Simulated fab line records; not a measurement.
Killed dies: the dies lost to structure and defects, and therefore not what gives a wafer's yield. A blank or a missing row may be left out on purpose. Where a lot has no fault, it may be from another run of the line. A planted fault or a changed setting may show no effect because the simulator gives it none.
A single fault, viewed from 2 desks    flow gf180mcu    every desk sees just its own numbers, and what lay behind them comes last

## THE TOOL OWNER'S DESK: cvdW-01
The tool's own readings at GF_V4_CVD_23 (deposits W, target thk 350 nm, time 104.9 s): means of the sampled wafers that have a number, for each lot that ran on this tool. Marked OUT: a lot whose mean sits more than 4 standard deviations from the usual mean, which makes it out of limits; the brackets give that distance.
Columns: A = chamberPressureTorr at GF_V4_CVD_23, usual 40.00 Torr; B = heaterPowerW at GF_V4_CVD_23, usual 876 W
lot   first seen here  A                B
L467  day 25 21:53     39.98            807
L469  day 26 16:08     40.00            805
L471  day 27 00:29     39.91            886
L473  day 27 14:50     40.01            806
L477  day 28 19:22     41.35 (+19) OUT  887
L479  day 29 14:13     41.35 (+19) OUT  883
L481  day 30 00:14     41.32 (+19) OUT  884
This desk finds L477, L479, L481 out of limits, L477 being first, at day 28 19:22 (chamberPressureTorr at GF_V4_CVD_23). L467, L469, L471, L473: within limits.

## METROLOGY DESK
Lot by lot, what the gauges showed, no matter which tool ran the lot: averages of those sampled wafers that carry a number. Marked OUT: a lot whose mean sits more than 4 standard deviations from the usual mean, which makes it out of limits; the brackets give that distance.
Columns: A = V4_BOW at GF_V4_BOW_MEAS_05, usual 131 um; B = V4_W_RS at GF_V4_RS_MEAS_24, usual 0.327 ohm/sq; C = V4_W_THK at GF_V4_THK_MEAS_25, usual 353 nm
lot   first seen here  A    B      C
L465  day 23 23:04     133  0.327  350
L467  day 24 10:37     124  0.332  352
L469  day 25 23:05     153  0.333  344
L471  day 26 03:16     130  0.331  347
L470  day 26 11:45     140  0.328  352
L473  day 26 17:25     144  0.330  348
L477  day 27 22:53     116  0.323  360
L478  day 28 14:49     125  0.324  354
L479  day 28 17:49     126  0.331  351
L480  day 28 19:16     147  0.319  364
L481  day 29 05:49     138  0.324  356
L487  day 30 18:43     134  0.318  358
This desk's finding: nothing out of limits on any of the 12 lots.

## TAKEN TOGETHER
At day 28 19:22, on L477, L479, L481, the tool owner's desk was in a position to raise an alarm.
The metrology desk saw nothing out of limits.
The metrology desk holds a record of L477, L479, L481, inside its limits.
GF_V4_CVD_23 was run on cvdW-01 by each of the lots named.

## WHAT THE SIMULATOR HAD INSERTED
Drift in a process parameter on cvdW-01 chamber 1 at GF_V4_CVD_23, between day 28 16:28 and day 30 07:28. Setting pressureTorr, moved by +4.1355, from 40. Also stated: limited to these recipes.
Struck lots among those shown: L477, L479, L481.
Hours from the fault's start to each desk's first reading out of limits: the tool owner's desk, 3.
